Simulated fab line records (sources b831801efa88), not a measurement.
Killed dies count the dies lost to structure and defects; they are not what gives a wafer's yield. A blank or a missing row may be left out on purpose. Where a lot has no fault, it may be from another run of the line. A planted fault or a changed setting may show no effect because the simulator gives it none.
Which of the tools did it? || flow sky130 || 11 lots, 33 wafers sampled, at 6 steps of a route of 708

== WHAT THE GAUGES READ, wafer by wafer ==
SKY_LI_CONTACT_CD_MEAS_12: target cd 170 nm.
{"lot": "L506", "measured": "day 29 07:17", "on": "cd sem-02", "cd nm (nm)": "167.2 168.3 169.4"}
{"lot": "L507", "measured": "day 29 07:55", "on": "cd sem-02", "cd nm (nm)": "170.5 170.9 170.0"}
{"lot": "L509", "measured": "day 29 22:35", "on": "cd sem-02", "cd nm (nm)": "173.2 172.8 173.2"}
{"lot": "L514", "measured": "day 31 22:35", "on": "cd sem-01", "cd nm (nm)": "170.9 169.8 172.7"}
{"lot": "L516", "measured": "day 32 14:21", "on": "cd sem-02", "cd nm (nm)": "172.7 173.5 173.3"}
{"lot": "L515", "measured": "day 32 15:05", "on": "cd sem-01", "cd nm (nm)": "170.1 169.7 169.4"}
{"lot": "L518", "measured": "day 33 17:41", "on": "cd sem-01", "cd nm (nm)": "171.1 170.6 170.7"}
{"lot": "L522", "measured": "day 35 03:29", "on": "cd sem-02", "cd nm (nm)": "167.1 166.1 165.9"}
{"lot": "L525", "measured": "day 35 16:29", "on": "cd sem-01", "cd nm (nm)": "168.8 166.9 165.5"}
{"lot": "L528", "measured": "day 36 07:29", "on": "cd sem-01", "cd nm (nm)": "167.0 169.0 169.8"}
{"lot": "L529", "measured": "day 36 15:05", "on": "cd sem-02", "cd nm (nm)": "170.6 169.4 170.0"}

SKY_LI_CONTACT_RS_MEAS_22: measures by four-point-probe.
{"lot": "L506", "measured": "day 29 08:07", "on": "film metro-02", "LI_CONTACT_W_RS (ohm/sq)": "0.2804 0.2780 0.2793"}
{"lot": "L507", "measured": "day 29 08:55", "on": "film metro-01", "LI_CONTACT_W_RS (ohm/sq)": "0.2808 0.2819 0.2806"}
{"lot": "L509", "measured": "day 29 23:38", "on": "film metro-01", "LI_CONTACT_W_RS (ohm/sq)": "0.2829 0.2824 0.2854"}
{"lot": "L514", "measured": "day 31 23:25", "on": "film metro-04", "LI_CONTACT_W_RS (ohm/sq)": "25.688 25.363 25.083"}
{"lot": "L516", "measured": "day 32 15:13", "on": "film metro-04", "LI_CONTACT_W_RS (ohm/sq)": "24.972 25.358 24.679"}
{"lot": "L515", "measured": "day 32 15:57", "on": "film metro-04", "LI_CONTACT_W_RS (ohm/sq)": "0.2853 0.2850 0.2830"}
{"lot": "L518", "measured": "day 33 18:32", "on": "film metro-04", "LI_CONTACT_W_RS (ohm/sq)": "0.2781 0.2835 0.2797"}
{"lot": "L522", "measured": "day 35 04:21", "on": "film metro-04", "LI_CONTACT_W_RS (ohm/sq)": "0.2825 0.2849 0.2872"}
{"lot": "L525", "measured": "day 35 17:20", "on": "film metro-02", "LI_CONTACT_W_RS (ohm/sq)": "0.2876 0.2859 0.2873"}
{"lot": "L528", "measured": "day 36 08:21", "on": "film metro-01", "LI_CONTACT_W_RS (ohm/sq)": "0.2829 0.2807 0.2765"}
{"lot": "L529", "measured": "day 36 15:57", "on": "film metro-02", "LI_CONTACT_W_RS (ohm/sq)": "0.2786 0.2826 0.2766"}

SKY_LI_CONTACT_THK_MEAS_23: measures by xrf.
{"lot": "L506", "measured": "day 29 08:14", "on": "film metro-02", "LI_CONTACT_W_THK (nm)": "409 411 409"}
{"lot": "L507", "measured": "day 29 09:02", "on": "film metro-01", "LI_CONTACT_W_THK (nm)": "402 398 401"}
{"lot": "L509", "measured": "day 29 23:46", "on": "film metro-01", "LI_CONTACT_W_THK (nm)": "398 396 392"}
{"lot": "L514", "measured": "day 31 23:32", "on": "film metro-04", "LI_CONTACT_W_THK (nm)": "- - -"}
{"lot": "L516", "measured": "day 32 15:19", "on": "film metro-04", "LI_CONTACT_W_THK (nm)": "- <0 <0"}
{"lot": "L515", "measured": "day 32 16:04", "on": "film metro-04", "LI_CONTACT_W_THK (nm)": "410 410 414"}
{"lot": "L518", "measured": "day 33 18:39", "on": "film metro-04", "LI_CONTACT_W_THK (nm)": "414 408 414"}
{"lot": "L522", "measured": "day 35 04:28", "on": "film metro-04", "LI_CONTACT_W_THK (nm)": "410 406 400"}
{"lot": "L525", "measured": "day 35 17:27", "on": "film metro-02", "LI_CONTACT_W_THK (nm)": "396 396 392"}
{"lot": "L528", "measured": "day 36 08:28", "on": "film metro-01", "LI_CONTACT_W_THK (nm)": "402 405 411"}
{"lot": "L529", "measured": "day 36 16:03", "on": "film metro-02", "LI_CONTACT_W_THK (nm)": "410 403 414"}

SKY_CONTACT_THK_MEAS_26: measures by xrf.
{"lot": "L506", "measured": "day 31 19:09", "on": "film metro-03", "CONTACT_W_THK (nm)": "336 330 336"}
{"lot": "L507", "measured": "day 31 19:44", "on": "film metro-02", "CONTACT_W_THK (nm)": "334 336 330"}
{"lot": "L509", "measured": "day 32 11:02", "on": "film metro-01", "CONTACT_W_THK (nm)": "335 344 335"}
{"lot": "L515", "measured": "day 35 01:22", "on": "film metro-03", "CONTACT_W_THK (nm)": "337 339 338"}
{"lot": "L518", "measured": "day 36 03:25", "on": "film metro-01", "CONTACT_W_THK (nm)": "337 340 338"}
{"lot": "L522", "measured": "day 37 11:01", "on": "film metro-02", "CONTACT_W_THK (nm)": "329 329 330"}
{"lot": "L525", "measured": "day 37 23:41", "on": "film metro-02", "CONTACT_W_THK (nm)": "338 337 335"}
{"lot": "L528", "measured": "day 38 16:42", "on": "film metro-03", "CONTACT_W_THK (nm)": "334 335 336"}
{"lot": "L529", "measured": "day 38 22:44", "on": "film metro-01", "CONTACT_W_THK (nm)": "329 335 330"}

== TOOL THAT RAN EACH LOT (tool first, then ch and the chambers of the sampled wafers, then the start) ==
{"lot": "L506", "SKY_SD_N_STRIP_11": "plasma asher-01 ch 0,1, day 28 01:29", "SKY_LI_CONTACT_CVD_21": "cvd w-01 ch 0,1, day 29 07:59"}
{"lot": "L507", "SKY_SD_N_STRIP_11": "plasma asher-03 ch 0,1, day 28 03:05", "SKY_LI_CONTACT_CVD_21": "cvd w-02 ch 0,1, day 29 08:47"}
{"lot": "L509", "SKY_SD_N_STRIP_11": "plasma asher-01 ch 0,1, day 28 17:35", "SKY_LI_CONTACT_CVD_21": "cvd w-01 ch 0,1, day 29 23:31"}
{"lot": "L514", "SKY_SD_N_STRIP_11": "plasma asher-04 ch 0,1, day 30 16:48", "SKY_LI_CONTACT_CVD_21": "cvd w-02 ch 0,1, day 31 23:17"}
{"lot": "L516", "SKY_SD_N_STRIP_11": "plasma asher-01 ch 0,1, day 31 08:50", "SKY_LI_CONTACT_CVD_21": "cvd w-01 ch 0,1, day 32 15:05"}
{"lot": "L515", "SKY_SD_N_STRIP_11": "plasma asher-03 ch 0,1, day 31 10:26", "SKY_LI_CONTACT_CVD_21": "cvd w-02 ch 0,1, day 32 15:49"}
{"lot": "L518", "SKY_SD_N_STRIP_11": "plasma asher-04 ch 0,1, day 32 13:18", "SKY_LI_CONTACT_CVD_21": "cvd w-01 ch 0,1, day 33 18:24"}
{"lot": "L522", "SKY_SD_N_STRIP_11": "plasma asher-01 ch 0,1, day 33 23:27", "SKY_LI_CONTACT_CVD_21": "cvd w-02 ch 0,1, day 35 04:13"}
{"lot": "L525", "SKY_SD_N_STRIP_11": "plasma asher-03 ch 0,1, day 34 12:42", "SKY_LI_CONTACT_CVD_21": "cvd w-02 ch 0,1, day 35 17:12"}
{"lot": "L528", "SKY_SD_N_STRIP_11": "plasma asher-01 ch 0,1, day 35 04:21", "SKY_LI_CONTACT_CVD_21": "cvd w-01 ch 0,1, day 36 08:13"}
{"lot": "L529", "SKY_SD_N_STRIP_11": "plasma asher-01 ch 0,1, day 35 11:29", "SKY_LI_CONTACT_CVD_21": "cvd w-01 ch 0,1, day 36 15:50"}
- SKY_SD_N_STRIP_11: strips in O2/N2.
- SKY_LI_CONTACT_CVD_21: deposits W, target thk 400 nm, time 120.56 s.

== AS READ BY THE TOOLS THEMSELVES (means over the sampled wafers that have a number; for cases with no such wafer, the mark the record gives instead) ==
SKY_SD_N_STRIP_11.
{"lot": "L506", "tool": "plasma asher-01", "chamber pressure mTorr (mTorr)": 1500.6, "drypump motor current A (A)": 5.4, "oes product au (a.u.)": 0.526, "strip time to endpoint s (s)": 22.57}
{"lot": "L507", "tool": "plasma asher-03", "chamber pressure mTorr (mTorr)": 1500.0, "drypump motor current A (A)": 5.9, "oes product au (a.u.)": 0.524, "strip time to endpoint s (s)": 22.52}
{"lot": "L509", "tool": "plasma asher-01", "chamber pressure mTorr (mTorr)": 1499.2, "drypump motor current A (A)": 5.5, "oes product au (a.u.)": 0.526, "strip time to endpoint s (s)": 22.51}
{"lot": "L514", "tool": "plasma asher-04", "chamber pressure mTorr (mTorr)": 1499.7, "drypump motor current A (A)": 5.1, "oes product au (a.u.)": 0.528, "strip time to endpoint s (s)": 22.51}
{"lot": "L516", "tool": "plasma asher-01", "chamber pressure mTorr (mTorr)": 1500.6, "drypump motor current A (A)": 5.5, "oes product au (a.u.)": 0.529, "strip time to endpoint s (s)": 22.52}
{"lot": "L515", "tool": "plasma asher-03", "chamber pressure mTorr (mTorr)": 1501.0, "drypump motor current A (A)": 5.9, "oes product au (a.u.)": 0.526, "strip time to endpoint s (s)": 22.49}
{"lot": "L518", "tool": "plasma asher-04", "chamber pressure mTorr (mTorr)": 1499.0, "drypump motor current A (A)": 5.1, "oes product au (a.u.)": 0.526, "strip time to endpoint s (s)": 22.57}
{"lot": "L522", "tool": "plasma asher-01", "chamber pressure mTorr (mTorr)": 1499.8, "drypump motor current A (A)": 5.4, "oes product au (a.u.)": 0.531, "strip time to endpoint s (s)": 22.54}
{"lot": "L525", "tool": "plasma asher-03", "chamber pressure mTorr (mTorr)": 1499.7, "drypump motor current A (A)": 6.0, "oes product au (a.u.)": 0.532, "strip time to endpoint s (s)": 22.53}
{"lot": "L528", "tool": "plasma asher-01", "chamber pressure mTorr (mTorr)": 1499.8, "drypump motor current A (A)": 5.5, "oes product au (a.u.)": 0.527, "strip time to endpoint s (s)": 22.50}
{"lot": "L529", "tool": "plasma asher-01", "chamber pressure mTorr (mTorr)": 1500.7, "drypump motor current A (A)": 5.4, "oes product au (a.u.)": 0.531, "strip time to endpoint s (s)": 22.50}

SKY_LI_CONTACT_CVD_21.
{"lot": "L506", "tool": "cvd w-01", "chamber pressure Torr (Torr)": 40.12, "heater power outer w (W)": 521, "heater power w (W)": 832}
{"lot": "L507", "tool": "cvd w-02", "chamber pressure Torr (Torr)": 40.01, "heater power outer w (W)": 517, "heater power w (W)": 881}
{"lot": "L509", "tool": "cvd w-01", "chamber pressure Torr (Torr)": 39.99, "heater power outer w (W)": 524, "heater power w (W)": 842}
{"lot": "L514", "tool": "cvd w-02", "chamber pressure Torr (Torr)": "-", "heater power outer w (W)": "-", "heater power w (W)": "-"}
{"lot": "L516", "tool": "cvd w-01", "chamber pressure Torr (Torr)": "-", "heater power outer w (W)": "-", "heater power w (W)": "-"}
{"lot": "L515", "tool": "cvd w-02", "chamber pressure Torr (Torr)": 39.98, "heater power outer w (W)": 558, "heater power w (W)": 889}
{"lot": "L518", "tool": "cvd w-01", "chamber pressure Torr (Torr)": 40.06, "heater power outer w (W)": 512, "heater power w (W)": 850}
{"lot": "L522", "tool": "cvd w-02", "chamber pressure Torr (Torr)": 40.03, "heater power outer w (W)": 563, "heater power w (W)": 904}
{"lot": "L525", "tool": "cvd w-02", "chamber pressure Torr (Torr)": 40.00, "heater power outer w (W)": 552, "heater power w (W)": 895}
{"lot": "L528", "tool": "cvd w-01", "chamber pressure Torr (Torr)": 39.89, "heater power outer w (W)": 518, "heater power w (W)": 833}
{"lot": "L529", "tool": "cvd w-01", "chamber pressure Torr (Torr)": 39.94, "heater power outer w (W)": 511, "heater power w (W)": 838}

== THE ANSWER, worked out from the rows above alone ==
Rule: the usual values come from the lots themselves. Put in order of their means at a reading, lots are off if they are a third of the lots or fewer, leave a main group of 4 or more, and stand apart from it by a gap of 3 or more times the standard deviation of the main group's means; of several such gaps the widest counts. The tables above print the reading to a certain number of digits; a main group whose means all agree to those digits is not used. Also off: a lot with no number at a reading for which 4 or more lots have one. Any other lot the step has rows for is counted as sound. After the gauges, taken in route order, come the tools' own readings; for these a lot's mean is taken, as printed above. At the first step where some lot is off, the reading lying furthest off is the one used; lots without a number count as furthest.
Off: at SKY_LI_CONTACT_RS_MEAS_22 (LI_CONTACT_W_RS), L514, L516. Main group: mean 0.2822 ohm/sq, sd 0.0026.
If a tool, at a process step before that reading, ran all the lots that are off and no sound lot after the first of them, it fits. The gauges at SKY_LI_CONTACT_RS_MEAS_22 aren't tried: what is off there is off at SKY_LI_CONTACT_CVD_21 too, on other tools, and a gauge's error can't cause that. None of those tried fits.

== WHAT WAS PUT IN BY THE SIMULATOR ==
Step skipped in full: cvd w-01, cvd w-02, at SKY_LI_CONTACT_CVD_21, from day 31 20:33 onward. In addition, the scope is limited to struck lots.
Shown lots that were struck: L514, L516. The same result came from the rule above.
